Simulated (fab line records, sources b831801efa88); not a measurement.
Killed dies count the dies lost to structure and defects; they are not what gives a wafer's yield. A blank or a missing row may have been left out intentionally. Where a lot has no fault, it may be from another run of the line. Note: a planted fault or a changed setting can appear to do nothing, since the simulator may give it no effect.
Problem report, 8D (eight disciplines) form, completed by code -- flow sky130 -- the parts of the form that need people (team, actions taken, sign-off) are left out

== 1. THE PROBLEM ==
Mean of killedAtContacts at SKY_PAD_OPEN_PROBE_99: 74 over 2 wafers from 1 lot, against 25 (standard deviation 5) on wafers with no fault. Relative to the usual mean, that is a shift of +9.7 standard deviations.
First observed at day 49 00:29: wafer L292.1, on prober-01. The record holds 3 wafers of 1 lot with a number at this step. By rule, "out" or "out of limits" means more than 4 standard deviations away from the usual mean. Any other wafer with a number is counted as sound.

== 2. WHAT IT IS, WHAT IT ISN'T ==
question,is,is not
which readings at this step,killedAtContacts,"killed_at_M0_to_M3, killed_at_M4_up, killedAtFrontEnd, killedAtOther, killedOpen"
which lots,L292,-
which wafers of those lots,"L292.1, L292.4",L292.3
read on which tools,prober-01,-
when,from day 49 00:29,up to then (0 sound wafers); but 1 sound wafer of L292 came after

== 3. WHAT RULES OUT EACH SUSPECT ==
Counting: if a tool at a process step up to the reading ran every lot that is out, it stays a suspect. Sound lots after the first of them don't rule it out here, since some wafers of a struck lot are sound.
- plasmaAsher-04 at SKY_CONTACT_STRIP_19 (strips in O2/N2): kept. It ran the lot that is out, L292 (day 35 17:28).
- pvdSputter-01 at SKY_CAP2M_SPUTTER_02 (material TiN, target thk 200 nm, time 166.7 s): kept. It ran the lot that is out, L292 (day 43 13:52).
- plasmaAsher-01 at SKY_METAL4_STRIP_19 (strips in O2/N2): kept. It ran the lot that is out, L292 (day 45 10:53).
- prober-01 at SKY_PAD_OPEN_PROBE_99: kept. It ran the lot that is out, L292 (day 49 00:29). Its own readings are out on those wafers: killedAtContacts.
- At SKY_CONTACT_STRIP_19 on plasmaAsher-04, chamber 1 took the sound wafers of the same lots and chamber 0 took the wafers that are out.
Left after counting: plasmaAsher-04 at SKY_CONTACT_STRIP_19, pvdSputter-01 at SKY_CAP2M_SPUTTER_02, plasmaAsher-01 at SKY_METAL4_STRIP_19, prober-01 at SKY_PAD_OPEN_PROBE_99.

== 4. THE CAUSE (what the simulator had put in) ==
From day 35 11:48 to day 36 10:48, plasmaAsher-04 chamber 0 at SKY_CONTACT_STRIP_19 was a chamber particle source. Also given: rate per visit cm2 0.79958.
Counting left 4 suspects, and this tool is among them.

== 5. THE CHAIN OF EFFECTS, in route order ==
Each row: a reading whose mean over the struck wafers that have a number lies more than 3 standard deviations from the usual. Scope: only readings with a usual standard deviation given in the record; hours: median across lots of the time from each lot's start at the first step in this table that gives one to its start at this step; sigmas: change in usual standard deviations.
hours,step,reading,usual,on struck wafers,change,sigmas
0,SKY_PAD_OPEN_PROBE_99,killedAtContacts,25,74,+48,+9.7
0,SKY_PAD_OPEN_PROBE_99,killedDies,87,123,+36,+3.9
It contains these process steps:
- SKY_PAD_OPEN_PROBE_99

== 6. WHAT WOULD HAVE CAUGHT IT SOONER ==
The fault began at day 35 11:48; the first out-of-limits reading in this record came at day 49 00:29, 325 hours later.
Tool readings at SKY_CONTACT_STRIP_19 with a usual standard deviation given in the record: none out on any struck wafer, hence no alarm at a limit of 4 standard deviations on them.
All the lots that are out (1) had begun SKY_CONTACT_STRIP_19 on plasmaAsher-04 by day 49 00:29. Had the tool been put on hold then, not one of them would have been saved.
